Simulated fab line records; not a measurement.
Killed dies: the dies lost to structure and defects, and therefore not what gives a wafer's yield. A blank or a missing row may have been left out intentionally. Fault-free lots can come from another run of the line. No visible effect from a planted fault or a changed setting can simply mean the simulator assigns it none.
Matching of chambers    flow gf180mcu    4 sister chambers for GF_V4_CMP_26 on cmp-01
The step polishes, stops on SiO2, t overpolish 15 s, target thk 0 nm. 8 wafers are shown with their chamber, then 8 later ones without.

WAFERS, EACH WITH ITS CHAMBER
wafer   chamber  motor_current_A (A)  time_to_endpoint_s (s)
L163.6  0        11.0                 84
L164.5  1        11.4                 82
L166.1  3        9.9                  84
L166.5  3        10.2                 84
L167.1  1        11.3                 84
L167.3  2        9.2                  84
L167.6  2        9.3                  89
L171.3  0        10.7                 84

WAFERS MISSING THEIR CHAMBER
wafer   motor_current_A (A)  time_to_endpoint_s (s)
L171.5  11.2                 84
L171.6  9.1                  89
L174.1  11.1                 80
L174.2  10.0                 82
L174.5  10.5                 80
L181.1  11.3                 87
L181.4  9.0                  96
L181.6  10.1                 88

WHICH CHAMBER EACH WENT THROUGH
wafer   from the rows above      in truth
L171.5  can't be placed: 1 or 0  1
L171.6  2                        2
L174.1  can't be placed: 1 or 0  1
L174.2  3                        3
L174.5  can't be placed: 0 or 3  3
L181.1  can't be placed: 1 or 0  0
L181.4  2                        2
L181.6  3                        3
Placed correctly: 4 of 8. Cannot be placed on the basis of these rows: 4; the candidates contain the true chamber in 4. Number placed wrongly: 0.
How it was worked out, from the rows above alone: a wafer's distance from a chamber is the root of the sum, over the readings, of the square of ((its reading less the chamber's mean) divided by the reading's scatter). The wafer belongs to the nearest chamber; if the next one is less than 2 further off, it can't be placed. A chamber's mean is the mean of its shown wafers. The scatter is the square root of a quotient: the sum, over the shown wafers, of each reading's squared deviation from its chamber's mean, divided by wafers minus chambers.
